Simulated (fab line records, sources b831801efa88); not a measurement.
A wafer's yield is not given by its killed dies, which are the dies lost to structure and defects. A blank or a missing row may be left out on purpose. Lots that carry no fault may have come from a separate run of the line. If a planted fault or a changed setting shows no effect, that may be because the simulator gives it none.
Which tool is to blame? / flow sky130 / 12 lots, 34 wafers sampled, at 5 steps of a route of 708

== WHAT THE GAUGES READ, wafer by wafer ==
SKY_SD_P_OVL_MEAS_08. Usual: SD_P_OVL gives -0.3 nm (standard deviation 1.1).
lot=L916; measured=day 25 11:28; on=overlay-01; SD_P_OVL (nm)=-1.1 0.0 -0.5; flag=
lot=L917; measured=day 25 18:33; on=overlay-02; SD_P_OVL (nm)=-0.1 0.0 -1.2; flag=
lot=L920; measured=day 27 05:48; on=overlay-01; SD_P_OVL (nm)=-0.9 -0.8 1.2; flag=
lot=L921; measured=day 27 13:35; on=overlay-01; SD_P_OVL (nm)=-0.2 0.6 0.1; flag=
lot=L922; measured=day 27 16:50; on=overlay-01; SD_P_OVL (nm)=-2.1 -2.2 -1.2; flag=
lot=L926; measured=day 29 00:07; on=overlay-01; SD_P_OVL (nm)=-1.1 -1.0 -1.6; flag=
lot=L927; measured=day 29 07:59; on=overlay-01; SD_P_OVL (nm)=0.1 -0.5 0.5; flag=
lot=L928; measured=day 29 16:23; on=overlay-02; SD_P_OVL (nm)=0.7 0.6; flag=
lot=L930; measured=day 30 07:24; on=overlay-01; SD_P_OVL (nm)=0.3 1.4; flag=
lot=L937; measured=day 32 15:33; on=overlay-02; SD_P_OVL (nm)=-2.9 -0.9 0.8; flag=
lot=L938; measured=day 32 17:28; on=overlay-02; SD_P_OVL (nm)=-2.1 -0.7 0.1; flag=
lot=L939; measured=day 33 00:48; on=overlay-01; SD_P_OVL (nm)=-1.3 -0.7 -0.3; flag=

SKY_SD_N_OVL_MEAS_08. Usual: SD_N_OVL gives 0.5 nm (standard deviation 1.3).
lot=L916; measured=day 27 23:23; on=overlay-02; SD_N_OVL (nm)=-1.0 0.6 2.0; flag=
lot=L917; measured=day 28 05:33; on=overlay-02; SD_N_OVL (nm)=-1.0 0.9 0.5; flag=
lot=L920; measured=day 29 15:35; on=overlay-01; SD_N_OVL (nm)=-0.3 -0.4 -1.5; flag=
lot=L921; measured=day 29 23:41; on=overlay-02; SD_N_OVL (nm)=1.3 1.2 0.9; flag=
lot=L922; measured=day 30 03:08; on=overlay-01; SD_N_OVL (nm)=0.0 0.3 0.9; flag=
lot=L926; measured=day 31 09:48; on=overlay-01; SD_N_OVL (nm)=1.6 1.7 3.6; flag=
lot=L927; measured=day 31 16:32; on=overlay-01; SD_N_OVL (nm)=1.4 0.7 -0.1; flag=
lot=L928; measured=day 32 01:11; on=overlay-01; SD_N_OVL (nm)=-2.8 -2.1; flag=
lot=L930; measured=day 32 14:56; on=overlay-01; SD_N_OVL (nm)=-1.4 -2.7; flag=
lot=L937; measured=day 34 20:12; on=overlay-02; SD_N_OVL (nm)=0.1 0.8 0.4; flag=
lot=L938; measured=day 34 22:59; on=overlay-01; SD_N_OVL (nm)=0.6 -1.0 0.9; flag=
lot=L939; measured=day 35 04:47; on=overlay-01; SD_N_OVL (nm)=-0.1 0.5 -0.7; flag=

SKY_LI_CONTACT_THK_MEAS_01. Usual: LI_CONTACT_HDPCVD_THK gives 930 nm (standard deviation 14).
lot=L916; measured=day 28 00:36; on=film metro-04; LI_CONTACT_HDPCVD_THK (nm)=922 925 940; flag=
lot=L917; measured=day 28 06:46; on=film metro-04; LI_CONTACT_HDPCVD_THK (nm)=950 929 938; flag=
lot=L920; measured=day 29 16:47; on=film metro-03; LI_CONTACT_HDPCVD_THK (nm)=940 931 932; flag=
lot=L921; measured=day 30 00:53; on=film metro-03; LI_CONTACT_HDPCVD_THK (nm)=944 947 942; flag=
lot=L922; measured=day 30 04:20; on=film metro-03; LI_CONTACT_HDPCVD_THK (nm)=923 923 916; flag=
lot=L926; measured=day 31 11:01; on=film metro-02; LI_CONTACT_HDPCVD_THK (nm)=915 928 932; flag=
lot=L927; measured=day 31 17:44; on=film metro-03; LI_CONTACT_HDPCVD_THK (nm)=1173 913 924; flag=OFF
lot=L928; measured=day 32 02:24; on=film metro-03; LI_CONTACT_HDPCVD_THK (nm)=1202 920; flag=OFF
lot=L930; measured=day 32 16:11; on=film metro-02; LI_CONTACT_HDPCVD_THK (nm)=1199 1186; flag=OFF
lot=L937; measured=day 34 21:25; on=film metro-04; LI_CONTACT_HDPCVD_THK (nm)=932 913 919; flag=
lot=L938; measured=day 35 00:12; on=film metro-03; LI_CONTACT_HDPCVD_THK (nm)=953 940 951; flag=
lot=L939; measured=day 35 05:59; on=film metro-03; LI_CONTACT_HDPCVD_THK (nm)=940 915 953; flag=

== EACH LOT AND THE TOOL THAT RAN IT (in order: tool; ch and the chambers of the sampled wafers; start) ==
lot=L916; SKY_POLY_CUT_ETCH_10=rie diel-03 ch 1,2, day 24 07:05; SKY_LI_CONTACT_HDPCVD_00=hdpcvd-02 ch 0,1,2, day 28 00:29
lot=L917; SKY_POLY_CUT_ETCH_10=rie diel-03 ch 2,3, day 24 12:50; SKY_LI_CONTACT_HDPCVD_00=hdpcvd-02 ch 0,1,2, day 28 06:41
lot=L920; SKY_POLY_CUT_ETCH_10=rie diel-01 ch 0,3, day 26 00:35; SKY_LI_CONTACT_HDPCVD_00=hdpcvd-01 ch 0,2, day 29 16:41
lot=L921; SKY_POLY_CUT_ETCH_10=rie diel-04 ch 0,3, day 26 07:40; SKY_LI_CONTACT_HDPCVD_00=hdpcvd-02 ch 0,2, day 30 00:47
lot=L922; SKY_POLY_CUT_ETCH_10=rie diel-01 ch 0,1,3, day 26 11:59; SKY_LI_CONTACT_HDPCVD_00=hdpcvd-01 ch 0,2, day 30 04:14
lot=L926; SKY_POLY_CUT_ETCH_10=rie diel-04 ch 1,3, day 27 18:49; SKY_LI_CONTACT_HDPCVD_00=hdpcvd-01 ch 0,1,2, day 31 10:53
lot=L927; SKY_POLY_CUT_ETCH_10=rie diel-01 ch 0,1,2, day 28 03:13; SKY_LI_CONTACT_HDPCVD_00=hdpcvd-01 ch 1,2, day 31 17:38
lot=L928; SKY_POLY_CUT_ETCH_10=rie diel-01 ch 0,1, day 28 11:13; SKY_LI_CONTACT_HDPCVD_00=hdpcvd-01 ch 1,2, day 32 02:17
lot=L930; SKY_POLY_CUT_ETCH_10=rie diel-03 ch 1,2, day 29 03:04; SKY_LI_CONTACT_HDPCVD_00=hdpcvd-01 ch 1, day 32 16:05
lot=L937; SKY_POLY_CUT_ETCH_10=rie diel-04 ch 1,2,3, day 31 12:46; SKY_LI_CONTACT_HDPCVD_00=hdpcvd-02 ch 0,1,2, day 34 21:17
lot=L938; SKY_POLY_CUT_ETCH_10=rie diel-01 ch 0,1,2, day 31 14:07; SKY_LI_CONTACT_HDPCVD_00=hdpcvd-02 ch 1,2, day 35 00:05
lot=L939; SKY_POLY_CUT_ETCH_10=rie diel-01 ch 1,2,3, day 31 21:31; SKY_LI_CONTACT_HDPCVD_00=hdpcvd-02 ch 0,2, day 35 05:53
- SKY_POLY_CUT_ETCH_10: etches BARC in N2/H2, stops on SiO2, time 45.9 s, target depth 60 nm.
- SKY_LI_CONTACT_HDPCVD_00: deposits PSG, target thk 930 nm, time 155 s.

== AS READ BY THE TOOLS THEMSELVES (means over the sampled wafers that have a number; for cases with no such wafer, the mark the record gives instead) ==
SKY_POLY_CUT_ETCH_10. Usual: drypump motor current A 6.0 A, standard deviation 0.33; h2 flow sccm 200.0 sccm, standard deviation 0.66; n2 flow sccm 100.0 sccm, standard deviation 0.34; oes product au 0.855 a.u., standard deviation 0.0048; throttle valve pct 13.224 %, standard deviation 0.0091.
lot=L916; tool=rie diel-03; drypump motor current A (A)=5.4; h2 flow sccm (sccm)=199.8; n2 flow sccm (sccm)=99.8; oes product au (a.u.)=0.859; throttle valve pct (%)=13.218; flag=
lot=L917; tool=rie diel-03; drypump motor current A (A)=6.0; h2 flow sccm (sccm)=199.6; n2 flow sccm (sccm)=100.2; oes product au (a.u.)=0.859; throttle valve pct (%)=13.230; flag=
lot=L920; tool=rie diel-01; drypump motor current A (A)=5.7; h2 flow sccm (sccm)=200.2; n2 flow sccm (sccm)=100.1; oes product au (a.u.)=0.854; throttle valve pct (%)=13.220; flag=
lot=L921; tool=rie diel-04; drypump motor current A (A)=5.9; h2 flow sccm (sccm)=200.2; n2 flow sccm (sccm)=99.9; oes product au (a.u.)=0.855; throttle valve pct (%)=13.223; flag=
lot=L922; tool=rie diel-01; drypump motor current A (A)=6.0; h2 flow sccm (sccm)=199.9; n2 flow sccm (sccm)=100.4; oes product au (a.u.)=0.852; throttle valve pct (%)=13.220; flag=
lot=L926; tool=rie diel-04; drypump motor current A (A)=6.3; h2 flow sccm (sccm)=199.5; n2 flow sccm (sccm)=100.3; oes product au (a.u.)=0.850; throttle valve pct (%)=13.220; flag=
lot=L927; tool=rie diel-01; drypump motor current A (A)=6.1; h2 flow sccm (sccm)=199.9; n2 flow sccm (sccm)=100.2; oes product au (a.u.)=0.856; throttle valve pct (%)=13.217; flag=
lot=L928; tool=rie diel-01; drypump motor current A (A)=6.2; h2 flow sccm (sccm)=200.2; n2 flow sccm (sccm)=100.6; oes product au (a.u.)=0.863; throttle valve pct (%)=13.229; flag=
lot=L930; tool=rie diel-03; drypump motor current A (A)=5.5; h2 flow sccm (sccm)=199.6; n2 flow sccm (sccm)=99.6; oes product au (a.u.)=0.865; throttle valve pct (%)=13.232; flag=
lot=L937; tool=rie diel-04; drypump motor current A (A)=6.4; h2 flow sccm (sccm)=199.7; n2 flow sccm (sccm)=99.8; oes product au (a.u.)=0.856; throttle valve pct (%)=13.221; flag=
lot=L938; tool=rie diel-01; drypump motor current A (A)=6.1; h2 flow sccm (sccm)=199.6; n2 flow sccm (sccm)=99.6; oes product au (a.u.)=0.857; throttle valve pct (%)=13.226; flag=
lot=L939; tool=rie diel-01; drypump motor current A (A)=5.9; h2 flow sccm (sccm)=201.2; n2 flow sccm (sccm)=99.7; oes product au (a.u.)=0.856; throttle valve pct (%)=13.232; flag=

SKY_LI_CONTACT_HDPCVD_00. Usual: pressure mtorr 5.997 mTorr, standard deviation 0.013; run length s 183.1 s, standard deviation 0.43.
lot=L916; tool=hdpcvd-02; pressure mtorr (mTorr)=5.995; run length s (s)=182.8; flag=
lot=L917; tool=hdpcvd-02; pressure mtorr (mTorr)=6.000; run length s (s)=183.0; flag=
lot=L920; tool=hdpcvd-01; pressure mtorr (mTorr)=5.994; run length s (s)=183.1; flag=
lot=L921; tool=hdpcvd-02; pressure mtorr (mTorr)=5.983; run length s (s)=182.5; flag=
lot=L922; tool=hdpcvd-01; pressure mtorr (mTorr)=5.985; run length s (s)=183.4; flag=
lot=L926; tool=hdpcvd-01; pressure mtorr (mTorr)=6.004; run length s (s)=183.4; flag=
lot=L927; tool=hdpcvd-01; pressure mtorr (mTorr)=5.998; run length s (s)=198.2; flag=OFF
lot=L928; tool=hdpcvd-01; pressure mtorr (mTorr)=6.001; run length s (s)=205.4; flag=OFF
lot=L930; tool=hdpcvd-01; pressure mtorr (mTorr)=5.994; run length s (s)=227.9; flag=OFF
lot=L937; tool=hdpcvd-02; pressure mtorr (mTorr)=6.001; run length s (s)=183.1; flag=
lot=L938; tool=hdpcvd-02; pressure mtorr (mTorr)=6.004; run length s (s)=183.4; flag=
lot=L939; tool=hdpcvd-02; pressure mtorr (mTorr)=5.982; run length s (s)=182.7; flag=

== THE ANSWER, worked out from the rows above alone ==
Rule: lot off if the mean of its wafers having a number is beyond 3 standard deviations from the usual mean. Also off: a lot with no number at a reading for which 4 or more lots have one. Where the step has rows for the other lots, those lots are counted as sound. The gauges are gone through in route order, then the tools' own readings, and for those a lot's mean is taken as printed above. The first step at which some lot is off is used, and at that step the reading that is off furthest; a lot without a number counts as furthest.
Off: L927, L928, L930, at SKY_LI_CONTACT_THK_MEAS_01 (LI_CONTACT_HDPCVD_THK).
If a tool, at a process step before that reading, ran all the lots that are off and no sound lot after the first of them, it fits. The gauges at SKY_LI_CONTACT_THK_MEAS_01 aren't tried: what is off there is off at SKY_LI_CONTACT_HDPCVD_00 too, on other tools, and a gauge's error can't cause that. One candidate fits, namely hdpcvd-01 at SKY_LI_CONTACT_HDPCVD_00. Its last sound lot is L926 (day 31 10:53), its first lot that is off L927 (day 31 17:38): a fault that began between those two fits.
On the lots that are off, the tool's own readings at SKY_LI_CONTACT_HDPCVD_00 differ by more than 5 times the standard deviation of the sound lots' means, which bears it out; run length s reads 210.5 s there versus 183.0 s on the sound lots.

== WHAT HAD BEEN PUT IN BY THE SIMULATOR ==
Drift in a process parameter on hdpcvd-01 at SKY_LI_CONTACT_HDPCVD_00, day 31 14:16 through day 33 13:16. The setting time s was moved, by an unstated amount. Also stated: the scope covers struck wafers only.
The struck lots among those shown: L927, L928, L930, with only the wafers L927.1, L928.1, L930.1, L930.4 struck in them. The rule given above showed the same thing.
